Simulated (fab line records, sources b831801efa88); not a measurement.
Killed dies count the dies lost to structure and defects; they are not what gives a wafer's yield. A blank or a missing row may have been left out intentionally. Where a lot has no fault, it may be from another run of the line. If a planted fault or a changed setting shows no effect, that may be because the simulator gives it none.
fab line records	flow sfq_line
[record] lots = 5	wafers = 23
route steps=325 shown INCOMING@2 L0@10 L0V@21 M0@29 I0@47 M1@65 I1@73
start_h: hours from the record's first day to the start of the lot's first wafer shown	wait_h: hours from the lot's prior step to this one	" repeats the value in the row above	L1.1+2: one row covering several wafers at once	- no value, or no start was given	* or withheld: withheld	< > ~ a bound
route shown NAME@n: names a module that has steps shown in the file, with the first one's number in the route	usual: the fault-free wafers' mean and standard deviation	same: alike in all rows	chamber/n: place in a boat	sites: per-site readings	_std_site: their standard deviation	_edge_site: mean of outer sites minus mean of inner sites	radius_mm: for every site, how far away it sits from the centre of the wafer	mask NAME#n: copy n	behind: tool/chamber where the wafer was last shaped	hold: the reason the lot was held/the length of the hold in hours/how it ended	device: transistor that didn't switch, given as n, p or np	end of line: tests of these same wafers at the route's end	a step given without rows: its recipe and nothing more	killed: at the first sort, the dies lost to defects and structure; wafer yield is something else	map: shows each die of a wafer: x if killed, . if not, _ if none is there
set.NAME: setting as actually run; set.NAME@STEP: the setting as run at that earlier step	model.NAME: the simulator's own value behind a step, which no gauge read
lots with deliberately changed settings; one table per step, one row per wafer
[[steps]]
[step SFQ_TRILAYER_INCOMING_OXIDATION_002]
[recipe] temp_c = 1000	ambient = H2O	target_thk_a = 5000	p_h2o_torr = 720	ox_time_s = 4939
lot.wafer	tool	chamber	start_h	wait_h	set.temp_c	model.SiO2_of_TRILAYER_INCOMING_OXIDATION_002.thk_nm
L074.3	furnace-01	0	10.12	0.1	1000	499.8
L074.4	"	0	"	"	1000	506.1
L074.5	"	0	"	"	1000	500
L078.1	-	-	-	0.1	1018	556.3
L078.2	"	-	"	"	1018	547.7
L078.4	"	-	"	"	1018	553.6
L078.5	"	-	"	"	1018	556.4
L078.6	"	-	"	"	1018	548.9
L079.1	-	-	-	0.1	1029	595.2
L079.2	"	-	"	"	1029	591.7
L079.3	"	-	"	"	1029	599.9
L079.4	"	-	"	"	1029	594.4
L079.6	"	-	"	"	1029	589
L083.1	-	-	-	0.1	990.6	471.1
L083.2	"	-	"	"	990.6	460.4
L083.4	"	-	"	"	990.6	463.3
L083.5	"	-	"	"	990.6	472
L083.6	"	-	"	"	990.6	460.7
L084.1	-	-	-	0.1	1021	554.9
L084.2	"	-	"	"	1021	547.7
L084.3	"	-	"	"	1021	558.4
L084.4	"	-	"	"	1021	551.3
L084.5	"	-	"	"	1021	552.6
[step SFQ_TRILAYER_L0_LITHO_PEB_008]
[recipe] peb_temp_c = 115	peb_time_s = 60	resist = KrF
lot.wafer	tool	chamber	start_h	wait_h	set.peb_time_s
L074.3+4+5	litho_track-03	0	71.07	0.7	60
L078.1+4	litho_track-03	0	92.62	1.0	62.74
L078.2+5+6	"	0	"	"	60
L079.1+3	litho_track-02	0	103.42	1.0	53.32
L079.2+4+6	"	0	"	"	60
L083.1+4+6	litho_track-02	0	125.02	1.0	60
L083.2+5	"	0	"	"	57.6
L084.1+2+3+4+5	litho_track-03	0	133.42	1.0	60
[step SFQ_TRILAYER_L0_BARC_OPEN_METAL_ETCH_010]
[recipe] mask_material = PR	chemistry = O2	target_depth_nm = 125	target = BARC	icp_w = 600	bias_w = 80	pressure_mtorr = 10	time_s = 41.7
lot.wafer	tool	chamber	start_h	wait_h	set.bias_w	set.peb_time_s@TRILAYER_L0_LITHO_PEB_008	model.L0.cd_nm
L074.3+4+5	rie_metal-03	0,1,1	71.34	0.1	80	60	2000
L078.1	rie_metal-03	1	92.92	0.1	87.18	62.74	1992
L078.2	"	0	"	"	87.18	60	1998
L078.4	"	0	"	"	80	62.74	1992
L078.5+6	"	1,0	"	"	80	60	1998
L079.1	rie_metal-01	0	103.72	0.1	88.96	53.32	2016
L079.2+4	"	0	"	"	80	60	1998
L079.3	"	0	"	"	80	53.32	2015
L079.6	"	0	"	"	88.96	60	1998
L083.1	rie_metal-01	0	125.32	0.1	80	60	1998
L083.2	"	1	"	"	82.89	57.6	2006
L083.4+6	"	0,1	"	"	82.89	60	1999
L083.5	"	0	"	"	80	57.6	2005
L084.1+4	rie_metal-01	0	133.72	0.1	75.71	60	1996
L084.2	"	1	"	"	80	60	1998
L084.3	"	1	"	"	75.71	60	1997
L084.5	"	0	"	"	80	60	1995
[step SFQ_TRILAYER_L0_VIA_LITHO_PEB_016]
[recipe] peb_temp_c = 115	peb_time_s = 60	resist = KrF
lot.wafer	tool	chamber	start_h	wait_h	set.peb_temp_c
L074.3+4+5	litho_track-04	0	147.87	0.7	115
L078.1+2+4+5+6	litho_track-03	0	181.66	1.0	115
L079.1+2+3	litho_track-03	0	196.06	1.0	115
L079.4+6	"	0	"	"	116.2
L083.1+2+4	litho_track-04	0	222.62	1.0	116.4
L083.5+6	"	0	"	"	115
L084.1+2+4	litho_track-04	0	228.62	1.0	115
L084.3+5	"	0	"	"	116.7
[step SFQ_TRILAYER_L0_VIA_LITHO_DEVELOP_015]
[recipe] time_s = 60	resist = KrF
[step SFQ_TRILAYER_L0_VIA_BARC_OPEN_VIA_ETCH_021]
[recipe] mask_material = PR	chemistry = O2	target_depth_nm = 125	target = BARC	source_w = 500	bias_w = 80	pressure_mtorr = 30	time_s = 41.7
lot.wafer	tool	chamber	start_h	wait_h	set.peb_temp_c@TRILAYER_L0_VIA_LITHO_PEB_016	model.L0V.cd_nm
L074.3	rie_diel-04	2	148.16	0.0	115	701.1
L074.4	"	3	"	"	115	703.1
L074.5	"	2	"	"	115	702
L078.1	rie_diel-04	1	182.00	0.0	115	698.1
L078.2	"	0	"	"	115	700.9
L078.4	"	3	"	"	115	698.8
L078.5	"	1	"	"	115	698.3
L078.6	"	0	"	"	115	700.6
L079.1	rie_diel-04	3	196.40	0.0	115	699.7
L079.2	"	0	"	"	115	700.3
L079.3	"	1	"	"	115	699.1
L079.4	"	2	"	"	116.2	719.3
L079.6	"	0	"	"	116.2	721.3
L083.1	rie_diel-04	3	222.95	0.0	116.4	725.7
L083.2	"	2	"	"	116.4	724.9
L083.4	"	1	"	"	116.4	725.2
L083.5	"	0	"	"	115	701.7
L083.6	"	3	"	"	115	701.1
L084.1	rie_diel-03	1	228.95	0.0	115	703.4
L084.2	"	2	"	"	115	702.2
L084.3	"	3	"	"	116.7	731.6
L084.4	"	0	"	"	115	701.5
L084.5	"	2	"	"	116.7	730.4
[step SFQ_TRILAYER_M0_DEP_SPUTTER_019]
[recipe] material = Nb	base_pressure_pa = 1.33e-06	chamber_pressure_pa = 0.1333	substrate_temp_c = 20	resputter_cathode_voltage_v = 400	target_thk_nm = 200	power_w = 2000	time_s = 133.3
lot.wafer	tool	chamber	start_h	wait_h	set.time_s	model.Nb_of_TRILAYER_M0_DEP_SPUTTER_019.thk_nm
L074.3	pvd_sputter-06	-	149.04	0.0	133.3	202.7
L074.4	"	-	"	"	133.3	197.8
L074.5	"	-	"	"	133.3	197.4
L078.1	pvd_sputter-04	-	182.89	0.0	133.3	197.8
L078.2	"	-	"	"	133.3	198.1
L078.4	"	-	"	"	149.9	220.5
L078.5	"	-	"	"	133.3	198.5
L078.6	"	-	"	"	149.9	226
L079.1	pvd_sputter-03	-	197.30	0.0	151.1	228.1
L079.2	"	-	"	"	151.1	224.7
L079.3	"	-	"	"	133.3	199.2
L079.4	"	-	"	"	151.1	224.9
L079.6	"	-	"	"	133.3	198.1
L083.1	pvd_sputter-04	-	223.84	0.0	141.6	216.3
L083.2	"	-	"	"	141.6	211.1
L083.4	"	-	"	"	133.3	194.8
L083.5	"	-	"	"	133.3	202.6
L083.6	"	-	"	"	141.6	208.4
L084.1	pvd_sputter-03	-	229.84	0.0	148.9	225.1
L084.2	"	-	"	"	133.3	198.1
L084.3	"	-	"	"	133.3	197
L084.4	"	-	"	"	148.9	223
L084.5	"	-	"	"	148.9	223.3
[step SFQ_M0_RS_MEAS_904]
[recipe] thk_meas_gauge = four-point-probe	reads = Nb_of_TRILAYER_M0_DEP_SPUTTER_019
[usual] M0_NB_RS = 0.890/0.012
lot.wafer	tool	chamber	start_h	wait_h	set.time_s@TRILAYER_M0_DEP_SPUTTER_019	M0_NB_RS[ohm/sq]
L074.3	film_metro-04	-	149.17	0.1	133.3	0.875
L074.4	"	-	"	"	133.3	0.898
L074.5	"	-	"	"	133.3	0.899
L078.1	film_metro-04	-	182.98	0.0	133.3	0.899
L078.2	"	-	"	"	133.3	0.898
L078.4	"	-	"	"	149.9	0.806
L078.5	"	-	"	"	133.3	0.895
L078.6	"	-	"	"	149.9	0.786
L079.1	film_metro-01	-	197.39	0.0	151.1	0.778
L079.2	"	-	"	"	151.1	0.789
L079.3	"	-	"	"	133.3	0.893
L079.4	"	-	"	"	151.1	0.791
L079.6	"	-	"	"	133.3	0.896
L083.1	film_metro-04	-	223.93	0.0	141.6	0.820
L083.2	"	-	"	"	141.6	0.842
L083.4	"	-	"	"	133.3	0.913
L083.5	"	-	"	"	133.3	0.875
L083.6	"	-	"	"	141.6	0.852
L084.1	film_metro-04	-	229.93	0.0	148.9	0.789
L084.2	"	-	"	"	133.3	0.897
L084.3	"	-	"	"	133.3	0.902
L084.4	"	-	"	"	148.9	0.797
L084.5	"	-	"	"	148.9	0.794
[step SFQ_TRILAYER_M0_LITHO_COAT_021]
[recipe] resist = KrF	spin_rpm = 3000	resist_thk_nm = 600
lot.wafer	tool	chamber	start_h	wait_h	set.spin_rpm	model.KrF_of_TRILAYER_M0_LITHO_COAT_021.thk_nm
L074.3	litho_track-02	0	149.71	0.2	3000	599.6
L074.4	"	0	"	"	3000	600
L074.5	"	0	"	"	3000	599.2
L078.1	litho_track-04	0	183.46	0.2	3000	597.3
L078.2	"	0	"	"	3000	598
L078.4+6	"	0	"	"	3000	-
L078.5	"	0	"	"	3000	596.1
L079.1+4	litho_track-04	0	197.87	0.2	3000	-
L079.2	"	0	"	"	3129	-
L079.3	"	0	"	"	3000	599.9
L079.6	"	0	"	"	3129	587.5
L083.1+2	litho_track-04	0	224.41	0.2	3000	-
L083.4	"	0	"	"	3216	577.8
L083.5	"	0	"	"	3000	598.4
L083.6	"	0	"	"	3216	-
L084.1+5	litho_track-02	0	230.41	0.2	3000	-
L084.2	"	0	"	"	3201	579.6
L084.3	"	0	"	"	3000	596.4
L084.4	"	0	"	"	3201	-
[step SFQ_TRILAYER_M0_LITHO_PEB_024]
[recipe] peb_temp_c = 115	peb_time_s = 60	resist = KrF
lot.wafer	tool	chamber	start_h	wait_h	set.peb_temp_c
L074.3+4+5	litho_track-04	0	240.67	0.7	115
L078.1+5	litho_track-04	0	292.22	1.0	115
L078.2+4+6	"	0	"	"	113.2
L079.1+4	litho_track-01	0	306.62	1.0	112.3
L079.2+3+6	"	0	"	"	115
L083.1+4	litho_track-02	0	340.14	1.0	115
L083.2+5+6	"	0	"	"	118.6
L084.1+2	litho_track-04	0	348.54	1.0	115
L084.3+4+5	"	0	"	"	117.3
[step SFQ_TRILAYER_M0_LITHO_DEVELOP_023]
[recipe] time_s = 60	resist = KrF
[step SFQ_TRILAYER_M0_BARC_OPEN_METAL_ETCH_031]
[recipe] mask_material = PR	chemistry = O2	target_depth_nm = 125	target = BARC	icp_w = 600	bias_w = 78.34	pressure_mtorr = 10	time_s = 41.7
lot.wafer	tool	chamber	start_h	wait_h	set.peb_temp_c@TRILAYER_M0_LITHO_PEB_024	model.M0.cd_nm
L074.3	rie_metal-01	1	240.97	0.0	115	500.6
L074.4	"	0	"	"	115	501.3
L074.5	"	0	"	"	115	501
L078.1	rie_metal-04	1	292.55	0.0	115	500.6
L078.2	"	0	"	"	113.2	537.2
L078.4	"	0	"	"	113.2	536.3
L078.5	"	1	"	"	115	500.7
L078.6	"	0	"	"	113.2	538.6
L079.1	rie_metal-01	1	306.95	0.0	112.3	555.7
L079.2	"	0	"	"	115	499.7
L079.3	"	1	"	"	115	500.9
L079.4	"	0	"	"	112.3	557.1
L079.6	"	1	"	"	115	500.4
L083.1	rie_metal-02	0	340.48	0.0	115	500.7
L083.2	"	1	"	"	118.6	445.2
L083.4	"	0	"	"	115	498
L083.5	"	0	"	"	118.6	442.5
L083.6	"	1	"	"	118.6	444.3
L084.1	rie_metal-01	0	348.88	0.0	115	498
L084.2	"	1	"	"	115	497.7
L084.3	"	0	"	"	117.3	460.1
L084.4	"	1	"	"	117.3	460.7
L084.5	"	0	"	"	117.3	459.6
[step SFQ_TRILAYER_M0_ETCH_METAL_ETCH_024]
[recipe] target = Nb	stop_on = SiO2	mask_material = PR	chemistry = Cl2/Ar	target_depth_nm = 240	icp_w = 600	bias_w = 80	pressure_mtorr = 10	time_s = 120
[usual] oes_product_au = 0.895/0.0083
lot.wafer	tool	chamber	start_h	wait_h	set.time_s@TRILAYER_M0_DEP_SPUTTER_019	set.spin_rpm@TRILAYER_M0_LITHO_COAT_021	oes_product_au	model.KrF_of_TRILAYER_M0_LITHO_COAT_021.thk_nm
L074.3	rie_metal-01	1	241.05	0.1	133.3	3000	0.903	377
L074.4	"	0	"	"	133.3	3000	0.889	380.6
L074.5	"	0	"	"	133.3	3000	0.886	380
L078.1	rie_metal-04	1	292.61	0.0	133.3	3000	0.897	385.3
L078.2	"	0	"	"	133.3	3000	0.891	384.8
L078.4	"	0	"	"	149.9	3000	0.955	-
L078.5	"	1	"	"	133.3	3000	0.883	384.4
L078.6	"	0	"	"	149.9	3000	0.964	-
L079.1	rie_metal-01	1	307.01	0.0	151.1	3000	0.965	-
L079.2	"	0	"	"	151.1	3129	0.953	-
L079.3	"	1	"	"	133.3	3000	0.890	382.2
L079.4	"	0	"	"	151.1	3000	0.961	-
L079.6	"	1	"	"	133.3	3129	0.885	369.4
L083.1	rie_metal-02	0	340.54	0.0	141.6	3000	0.946	-
L083.2	"	1	"	"	141.6	3000	0.912	-
L083.4	"	0	"	"	133.3	3216	0.879	356.4
L083.5	"	0	"	"	133.3	3000	0.898	375.7
L083.6	"	1	"	"	141.6	3216	0.914	-
L084.1	rie_metal-01	0	348.94	0.0	148.9	3000	0.971	-
L084.2	"	1	"	"	133.3	3201	0.880	363.3
L084.3	"	0	"	"	133.3	3000	0.896	376.6
L084.4	"	1	"	"	148.9	3201	0.944	-
L084.5	"	0	"	"	148.9	3000	0.957	-
[step SFQ_TRILAYER_I0_VIA_LITHO_COAT_036]
[recipe] resist = BARC	spin_rpm = 3000	resist_thk_nm = 62
lot.wafer	tool	chamber	start_h	wait_h	set.resist_thk_nm	model.BARC_of_TRILAYER_I0_VIA_LITHO_COAT_036.thk_nm
L074.3	litho_track-01	0	246.41	0.7	62	62.15
L074.4	"	0	"	"	62	62.05
L074.5	"	0	"	"	62	62.04
L078.1+4	litho_track-03	0	297.91	1.0	62	62.03
L078.2	"	0	"	"	62	62.12
L078.5	"	0	"	"	59.05	59.08
L078.6	"	0	"	"	59.05	59.2
L079.1	litho_track-03	0	314.90	1.0	63.66	63.8
L079.2	"	0	"	"	63.66	63.7
L079.3	"	0	"	"	62	62.13
L079.4	"	0	"	"	62	62.1
L079.6	"	0	"	"	63.66	63.88
L083.1	litho_track-04	0	350.04	1.0	58.29	58.29
L083.2	"	0	"	"	58.29	58.56
L083.4	"	0	"	"	62	62.11
L083.5	"	0	"	"	62	62.2
L083.6	"	0	"	"	62	62.18
L084.1	litho_track-01	0	354.24	1.0	63.18	63.3
L084.2	"	0	"	"	63.18	63.27
L084.3+4	"	0	"	"	62	62.21
L084.5	"	0	"	"	63.18	63.38
[step SFQ_TRILAYER_I0_VIA_LITHO_COAT_031]
[recipe] resist = KrF	spin_rpm = 3000	resist_thk_nm = 650
lot.wafer	tool	chamber	start_h	wait_h	set.spin_rpm	model.KrF_of_TRILAYER_I0_VIA_LITHO_COAT_031.thk_nm
L074.3	litho_track-01	0	246.71	0.2	3000	649.1
L074.4	"	0	"	"	3000	650.4
L074.5	"	0	"	"	3000	649.7
L078.1	litho_track-03	0	298.21	0.2	3059	645
L078.2	"	0	"	"	3059	643.5
L078.4	"	0	"	"	3000	649.9
L078.5	"	0	"	"	3000	651.1
L078.6	"	0	"	"	3059	643.6
L079.1	litho_track-03	0	315.20	0.2	3182	634.7
L079.2+3	"	0	"	"	3000	652.5
L079.4	"	0	"	"	3000	651.5
L079.6	"	0	"	"	3182	633.7
L083.1	litho_track-04	0	350.34	0.2	3000	647.9
L083.2	"	0	"	"	3176	631
L083.4	"	0	"	"	3000	649.4
L083.5	"	0	"	"	3000	650.1
L083.6	"	0	"	"	3176	629.1
L084.1	litho_track-01	0	354.54	0.2	3153	631.7
L084.2	"	0	"	"	3000	649.9
L084.3	"	0	"	"	3153	632.1
L084.4	"	0	"	"	3153	634
L084.5	"	0	"	"	3000	649.3
[step SFQ_TRILAYER_I0_VIA_ETCH_VIA_ETCH_034]
[recipe] target = SiO2	stop_on = Nb	mask_material = PR	taper_deg = 20	chemistry = CHF3	target_depth_nm = 260	source_w = 500	bias_w = 80	pressure_mtorr = 30	time_s = withheld
lot.wafer	tool	chamber	start_h	wait_h	set.bias_w	set.spin_rpm@TRILAYER_I0_VIA_LITHO_COAT_031	model.KrF_of_TRILAYER_I0_VIA_LITHO_COAT_031.thk_nm
L074.3	rie_diel-01	3	369.32	0.0	80	3000	526.6
L074.4	"	1	"	"	80	3000	528.6
L074.5	"	0	"	"	80	3000	528
L078.1	rie_diel-04	1	413.39	0.0	80	3059	522.3
L078.2	"	3	"	"	80	3059	525.6
L078.4	"	1	"	"	80	3000	527.5
L078.5	"	3	"	"	80	3000	533.9
L078.6	"	2	"	"	80	3059	524
L079.1+6	rie_diel-02	1,2	438.59	0.0	80	3182	513.1
L079.2	"	0	"	"	83.9	3000	530.4
L079.3	"	3	"	"	80	3000	528.9
L079.4	"	2	"	"	83.9	3000	530.5
L083.1	rie_diel-01	0	486.52	0.0	74.72	3000	527.9
L083.2	"	1	"	"	80	3176	508.2
L083.4	"	3	"	"	80	3000	527.4
L083.5	"	0	"	"	74.72	3000	530.1
L083.6	"	3	"	"	74.72	3176	508.3
L084.1	rie_diel-02	3	490.12	0.0	74.02	3153	510.2
L084.2	"	0	"	"	80	3000	529
L084.3	"	1	"	"	80	3153	511.3
L084.4	"	0	"	"	74.02	3153	514.6
L084.5	"	3	"	"	80	3000	526.5
[step SFQ_TRILAYER_M1_LITHO_EXPOSE_040]
[recipe] mask_id = M1	na = 0.6	source_shape = conventional	sigma_outer = 0.65	target_cd_nm = 500	dose_mj = 14.4
lot.wafer	tool	chamber	start_h	wait_h	mask	set.dose_mj
L074.3+4+5	krf_scanner-02	0	510.92	-	M1#0	14.4
L078.1+4+5	krf_scanner-01	0	569.85	-	M1#0	13.79
L078.2+6	"	0	"	"	M1#0	14.4
L079.1+2+3	krf_scanner-01	0	592.65	-	M1#0	14.4
L079.4+6	"	0	"	"	M1#0	14.06
L083.1+2+4+5+6	krf_scanner-01	0	637.05	-	M1#0	14.4
L084.1+2+3+4+5	krf_scanner-01	0	643.05	-	M1#0	14.4
[step SFQ_TRILAYER_M1_LITHO_PEB_042]
[recipe] peb_temp_c = 115	peb_time_s = 60	resist = KrF
[step SFQ_TRILAYER_M1_LITHO_DEVELOP_041]
[recipe] time_s = 60	resist = KrF
[step SFQ_TRILAYER_M1_BARC_OPEN_METAL_ETCH_054]
[recipe] mask_material = PR	chemistry = O2	target_depth_nm = 125	target = BARC	icp_w = 600	bias_w = 80	pressure_mtorr = 10	time_s = 41.7
lot.wafer	tool	chamber	start_h	wait_h	set.dose_mj@TRILAYER_M1_LITHO_EXPOSE_040	model.M1.cd_nm
L074.3	rie_metal-03	1	512.08	0.0	14.4	498.9
L074.4	"	0	"	"	14.4	498.6
L074.5	"	0	"	"	14.4	499.4
L078.1	rie_metal-01	0	571.38	0.0	13.79	506.5
L078.2	"	0	"	"	14.4	498.5
L078.4	"	0	"	"	13.79	505.9
L078.5	"	0	"	"	13.79	507.8
L078.6	"	0	"	"	14.4	498.8
L079.1	rie_metal-04	1	594.18	0.0	14.4	500.3
L079.2	"	0	"	"	14.4	499
L079.3	"	1	"	"	14.4	500.2
L079.4	"	0	"	"	14.06	503.2
L079.6	"	1	"	"	14.06	503.7
L083.1+6	rie_metal-03	1	638.58	0.0	14.4	501
L083.2	"	0	"	"	14.4	499
L083.4	"	0	"	"	14.4	500.7
L083.5	"	0	"	"	14.4	499.5
L084.1	rie_metal-01	0	644.58	0.0	14.4	499.7
L084.2	"	1	"	"	14.4	501
L084.3	"	0	"	"	14.4	499.3
L084.4	"	1	"	"	14.4	499.6
L084.5	"	1	"	"	14.4	500.3
[step SFQ_TRILAYER_I1_DEP_PECVD_045]
[recipe] material = SiO2	temp_c = 150	time_s = 111.11	pressure_torr = 2.4	rf_w = 183.3	precursor = SiH4/N2O	target_thk_nm = 500
lot.wafer	tool	chamber	start_h	wait_h	set.time_s	model.SiO2_of_TRILAYER_I1_DEP_PECVD_045.thk_nm
L074.3	pecvd-03	1	513.02	0.0	111.11	491.8
L074.4	"	2	"	"	111.11	504.7
L074.5	"	1	"	"	111.11	503.5
L078.1	pecvd-01	0	573.13	0.0	111.11	486.5
L078.2	"	1	"	"	111.11	494.1
L078.4	"	2	"	"	111.11	496.1
L078.5	"	1	"	"	111.11	505.9
L078.6	"	0	"	"	111.11	497.4
L079.1	pecvd-03	2	595.14	0.0	127.5	577.5
L079.2	"	1	"	"	127.5	570.2
L079.3	"	0	"	"	111.11	492.8
L079.4	"	0	"	"	111.11	503.8
L079.6	"	1	"	"	111.11	508.7
L083.1	pecvd-02	0	639.54	0.0	111.11	490.6
L083.2	"	1	"	"	111.11	496.8
L083.4	"	2	"	"	111.11	500.6
L083.5	"	1	"	"	102.1	464.9
L083.6	"	0	"	"	102.1	453.6
L084.1	pecvd-02	2	645.54	0.0	120.8	533.2
L084.2	"	1	"	"	120.8	534.4
L084.3	"	0	"	"	111.11	486.4
L084.4	"	1	"	"	111.11	505
L084.5	"	0	"	"	111.11	494
[step SFQ_TRILAYER_I1_CMP_CMP_046]
[recipe] material = SiO2	down_force_psi = 3	platen_rpm = 60	pad_velocity_m_s = 0.94248
[usual] time_to_endpoint_s = 210/11
lot.wafer	tool	chamber	start_h	wait_h	set.time_s@TRILAYER_I1_DEP_PECVD_045	time_to_endpoint_s
L074.4	cmp-01	1	515.40	2.3	111.11	226
L074.3	"	3	516.40	3.3	111.11	194
L074.5	"	1	517.40	4.3	111.11	226
L078.1	cmp-01	1	573.20	0.0	111.11	208
L078.2	"	2	"	"	111.11	212
L078.4	"	3	"	"	111.11	200
L078.6	"	1	575.20	2.0	111.11	219
L078.5	"	2	"	"	111.11	220
L079.2	cmp-01	0	595.22	0.0	127.5	260
L079.4	"	1	"	"	111.11	224
L079.1	"	2	"	"	127.5	276
L079.3	"	3	"	"	111.11	201
L079.6	"	0	"	"	111.11	219
L083.4	cmp-01	3	640.22	0.6	111.11	198
L083.2	"	0	"	"	111.11	209
L083.1	"	1	"	"	111.11	210
L083.5	"	3	642.22	2.6	102.1	173
L083.6	"	0	"	"	102.1	170
L084.2	cmp-01	1	645.62	0.0	120.8	249
L084.1	"	2	"	"	120.8	241
L084.3	"	3	"	"	111.11	191
L084.4	"	0	"	"	111.11	219
L084.5	"	2	648.12	2.5	111.11	214
[[key]]
[split] step = SFQ_TRILAYER_INCOMING_OXIDATION_002	setting = temp_c	stated = 1000	by = lot
[response] step = SFQ_TRILAYER_INCOMING_OXIDATION_002	reading = model.SiO2_of_TRILAYER_INCOMING_OXIDATION_002.thk_nm	change = +31.6	per = 1%	r = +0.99
[split] step = SFQ_TRILAYER_L0_LITHO_PEB_008	setting = peb_time_s	stated = 60	by = wafer
[response] step = SFQ_TRILAYER_L0_BARC_OPEN_METAL_ETCH_010	reading = model.L0.cd_nm	change = -1.56	per = 1%	r = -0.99
[split] step = SFQ_TRILAYER_L0_BARC_OPEN_METAL_ETCH_010	setting = bias_w	stated = 80	by = wafer
response none clear
[split] step = SFQ_TRILAYER_L0_VIA_LITHO_PEB_016	setting = peb_temp_c	stated = 115	by = wafer
[response] step = SFQ_TRILAYER_L0_VIA_BARC_OPEN_VIA_ETCH_021	reading = model.L0V.cd_nm	change = +19.5	per = 1%	r = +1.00
[split] step = SFQ_TRILAYER_M0_DEP_SPUTTER_019	setting = time_s	stated = 133.3	by = wafer
[response] step = SFQ_TRILAYER_M0_DEP_SPUTTER_019	reading = model.Nb_of_TRILAYER_M0_DEP_SPUTTER_019.thk_nm	change = +2.09	per = 1%	r = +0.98
[response] step = SFQ_M0_RS_MEAS_904	reading = M0_NB_RS	change = -0.00846	per = 1%	r = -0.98
[response] step = SFQ_TRILAYER_M0_ETCH_METAL_ETCH_024	reading = oes_product_au	change = +0.00561	per = 1%	r = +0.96
[split] step = SFQ_TRILAYER_M0_LITHO_COAT_021	setting = spin_rpm	stated = 3000	by = wafer
[response] step = SFQ_TRILAYER_M0_LITHO_COAT_021	reading = model.KrF_of_TRILAYER_M0_LITHO_COAT_021.thk_nm	change = -2.73	per = 1%	r = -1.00
[response] step = SFQ_TRILAYER_M0_ETCH_METAL_ETCH_024	reading = model.KrF_of_TRILAYER_M0_LITHO_COAT_021.thk_nm	change = -2.46	per = 1%	r = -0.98
[split] step = SFQ_TRILAYER_M0_LITHO_PEB_024	setting = peb_temp_c	stated = 115	by = wafer
[response] step = SFQ_TRILAYER_M0_BARC_OPEN_METAL_ETCH_031	reading = model.M0.cd_nm	change = -20.1	per = 1%	r = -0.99
[split] step = SFQ_TRILAYER_I0_VIA_LITHO_COAT_036	setting = resist_thk_nm	stated = 62	by = wafer
[response] step = SFQ_TRILAYER_I0_VIA_LITHO_COAT_036	reading = model.BARC_of_TRILAYER_I0_VIA_LITHO_COAT_036.thk_nm	change = +0.619	per = 1%	r = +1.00
[split] step = SFQ_TRILAYER_I0_VIA_LITHO_COAT_031	setting = spin_rpm	stated = 3000	by = wafer
[response] step = SFQ_TRILAYER_I0_VIA_LITHO_COAT_031	reading = model.KrF_of_TRILAYER_I0_VIA_LITHO_COAT_031.thk_nm	change = -3.17	per = 1%	r = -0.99
[response] step = SFQ_TRILAYER_I0_VIA_ETCH_VIA_ETCH_034	reading = model.KrF_of_TRILAYER_I0_VIA_LITHO_COAT_031.thk_nm	change = -3.11	per = 1%	r = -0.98
[split] step = SFQ_TRILAYER_I0_VIA_ETCH_VIA_ETCH_034	setting = bias_w	stated = 80	by = wafer
response none clear
[split] step = SFQ_TRILAYER_M1_LITHO_EXPOSE_040	setting = dose_mj	stated = 14.4	by = wafer
[response] step = SFQ_TRILAYER_M1_BARC_OPEN_METAL_ETCH_054	reading = model.M1.cd_nm	change = -1.81	per = 1%	r = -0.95
[split] step = SFQ_TRILAYER_I1_DEP_PECVD_045	setting = time_s	stated = 111.11	by = wafer
[response] step = SFQ_TRILAYER_I1_DEP_PECVD_045	reading = model.SiO2_of_TRILAYER_I1_DEP_PECVD_045.thk_nm	change = +4.73	per = 1%	r = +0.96
[response] step = SFQ_TRILAYER_I1_CMP_CMP_046	reading = time_to_endpoint_s	change = *	per = 1%	r = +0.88
